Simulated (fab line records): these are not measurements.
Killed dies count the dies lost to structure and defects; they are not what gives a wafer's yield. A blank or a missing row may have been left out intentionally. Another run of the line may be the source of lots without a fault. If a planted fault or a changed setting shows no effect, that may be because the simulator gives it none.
Which tool did it? | flow sky130 | 11 lots, 30 wafers sampled, at 5 steps of a route of 708

## WHAT THE GAUGES READ, wafer by wafer
SKY_VT_ADJUST_LVTN_TW_MEAS_21.
lot  | measured     | on           | VT_ADJUST_LVTN_2_TW
L215 | day 7 13:23  | filmMetro-02 | 187.3 187.8 188.2
L216 | day 8 02:38  | filmMetro-02 | 186.9 186.3 187.4
L217 | day 8 10:45  | filmMetro-03 | 189.3 190.4 188.8
L222 | day 10 05:59 | filmMetro-02 | 188.7 188.7
L224 | day 10 11:04 | filmMetro-02 | 187.3 187.5
L225 | day 10 12:37 | filmMetro-04 | 186.6 186.0
L229 | day 11 21:23 | filmMetro-04 | 185.4 184.6 186.0
L231 | day 12 08:31 | filmMetro-03 | 189.1 190.0 189.6
L232 | day 12 14:21 | filmMetro-03 | 187.6 188.5 187.8
L236 | day 14 02:30 | filmMetro-03 | 189.3 188.9 190.2
L238 | day 14 11:18 | filmMetro-02 | 187.6 189.1 188.4

SKY_CONTACT_OVL_MEAS_15.
lot  | measured     | on         | CONTACT_OVL (nm)
L215 | day 31 13:19 | overlay-02 | 4 0 15
L216 | day 32 10:19 | overlay-01 | 0 -4 -1
L217 | day 32 16:42 | overlay-01 | -2 2 -7
L222 | day 34 20:02 | overlay-01 | 11 2
L224 | day 34 23:47 | overlay-01 | -2 4
L225 | day 34 22:25 | overlay-01 | 1 5
L229 | day 36 10:37 | overlay-01 | 7 9 4
L231 | day 36 21:51 | overlay-02 | -4 -3 -3
L232 | day 37 08:32 | overlay-01 | 3 5 1
L236 | day 38 16:59 | overlay-02 | 0 5 -6
L238 | day 38 22:23 | overlay-02 | -3 -2 -2

SKY_PASSIVATION_THK_MEAS_03.
lot  | measured     | on           | PASSIVATION_CVD_02_THK (nm)
L215 | day 43 22:43 | filmMetro-02 | 535 529 532
L216 | day 44 16:19 | filmMetro-02 | 534 524 541
L217 | day 44 21:09 | filmMetro-03 | 544 549 548
L222 | day 46 14:16 | filmMetro-03 | 547 726
L224 | day 46 17:57 | filmMetro-02 | 701 717
L225 | day 46 16:52 | filmMetro-03 | 545 721
L229 | day 47 19:23 | filmMetro-01 | 535 548 542
L231 | day 48 05:36 | filmMetro-03 | 544 545 551
L232 | day 48 12:59 | filmMetro-01 | 528 543 534
L236 | day 49 16:26 | filmMetro-01 | 537 545 538
L238 | day 49 17:34 | filmMetro-01 | 544 546 549

## WHICH TOOL RAN EACH LOT (tool, then ch and the chambers of the sampled wafers, then the start)
lot  | SKY_POLY_GATE_ETCH_16             | SKY_PASSIVATION_CVD_02
L215 | rieDiel-04 ch 1,2,3, day 16 08:53 | pecvd-03 ch 0,1,2, day 43 22:30
L216 | rieDiel-03 ch 0,1, day 17 04:05   | pecvd-03 ch 0,1,2, day 44 16:06
L217 | rieDiel-03 ch 0,1, day 17 11:29   | pecvd-02 ch 0,1,2, day 44 20:55
L222 | rieDiel-01 ch 1,2, day 19 22:01   | pecvd-02 ch 1,2, day 46 14:07
L224 | rieDiel-01 ch 3, day 20 03:28     | pecvd-02 ch 1,2, day 46 17:43
L225 | rieDiel-03 ch 2,3, day 20 02:05   | pecvd-02 ch 0,2, day 46 16:43
L229 | rieDiel-01 ch 0,3, day 21 21:56   | pecvd-03 ch 0,1, day 47 19:03
L231 | rieDiel-03 ch 0,2, day 22 08:59   | pecvd-04 ch 0,1, day 48 05:21
L232 | rieDiel-03 ch 2,3, day 22 19:13   | pecvd-03 ch 0,2, day 48 12:45
L236 | rieDiel-01 ch 0,2, day 24 11:17   | pecvd-04 ch 2, day 49 16:05
L238 | rieDiel-04 ch 0,1,2, day 24 19:14 | pecvd-04 ch 0,2, day 49 17:20
- SKY_POLY_GATE_ETCH_16: etches Si3N4 in CH3F/O2, stops on poly-Si, time 147.5 s, target depth 75 nm.
- SKY_PASSIVATION_CVD_02: deposits Si3N4, target thk 540 nm.

## AS READ BY THE TOOLS THEMSELVES (means over the sampled wafers that have a number; for cases with no such wafer, the mark the record gives instead)
SKY_POLY_GATE_ETCH_16.
lot  | tool       | drypumpMotorCurrentA (A) | oesProductAu (a.u.) | throttleValvePct (%)
L215 | rieDiel-04 | 5.6                      | 0.645               | 10.537
L216 | rieDiel-03 | 6.3                      | 0.636               | 10.527
L217 | rieDiel-03 | 6.5                      | 0.638               | 10.536
L222 | rieDiel-01 | 5.7                      | 0.637               | 10.543
L224 | rieDiel-01 | 5.5                      | 0.641               | 10.534
L225 | rieDiel-03 | 5.8                      | 0.647               | 10.532
L229 | rieDiel-01 | 5.4                      | 0.632               | 10.539
L231 | rieDiel-03 | 6.2                      | 0.636               | 10.538
L232 | rieDiel-03 | 5.6                      | 0.638               | 10.528
L236 | rieDiel-01 | 5.4                      | 0.639               | 10.538
L238 | rieDiel-04 | 6.0                      | 0.634               | 10.531

SKY_PASSIVATION_CVD_02.
lot  | tool     | heaterPowerW (W)
L215 | pecvd-03 | 654
L216 | pecvd-03 | 675
L217 | pecvd-02 | 726
L222 | pecvd-02 | 703
L224 | pecvd-02 | 812
L225 | pecvd-02 | 738
L229 | pecvd-03 | 654
L231 | pecvd-04 | 636
L232 | pecvd-03 | 680
L236 | pecvd-04 | 691
L238 | pecvd-04 | 649

## THE ANSWER, worked out from the rows above alone
Rule: usual is defined by the lots themselves. The widest of any qualifying gaps counts: lots, ordered by their means at a reading, are off when they make up no more than a third of the lots, leave a main group of 4 or more, and stand apart from it by 3 or more times the standard deviation of that group's means. A main group whose means are all the same, to the digits that the tables above print for the reading, isn't used. A lot without any number at a reading at which 4 lots or more have one is off too. Any other lot the step has rows for is counted as sound. Order of review: gauges by route order, followed by the tools' own readings, for which a lot's mean as printed above is used. At the first step where some lot is off, the reading lying furthest off is the one used; lots without a number count as furthest.
Off: L222, L224, L225, seen at SKY_PASSIVATION_THK_MEAS_03 (PASSIVATION_CVD_02_THK). For the main group the mean is 540 nm and the standard deviation 5.9.
If a tool, at a process step before that reading, ran all the lots that are off and no sound lot after the first of them, it fits. The gauges at SKY_PASSIVATION_THK_MEAS_03 are tried like those tools. One candidate fits, namely pecvd-02 at SKY_PASSIVATION_CVD_02. A fault onset in the window from L217 (day 44 20:55, its last sound lot) to L222 (day 46 14:07, its first lot off) fits.

## WHAT HAD BEEN PUT IN BY THE SIMULATOR
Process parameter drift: pecvd-02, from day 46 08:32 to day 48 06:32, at SKY_PASSIVATION_CVD_02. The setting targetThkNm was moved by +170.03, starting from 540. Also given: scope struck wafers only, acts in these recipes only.
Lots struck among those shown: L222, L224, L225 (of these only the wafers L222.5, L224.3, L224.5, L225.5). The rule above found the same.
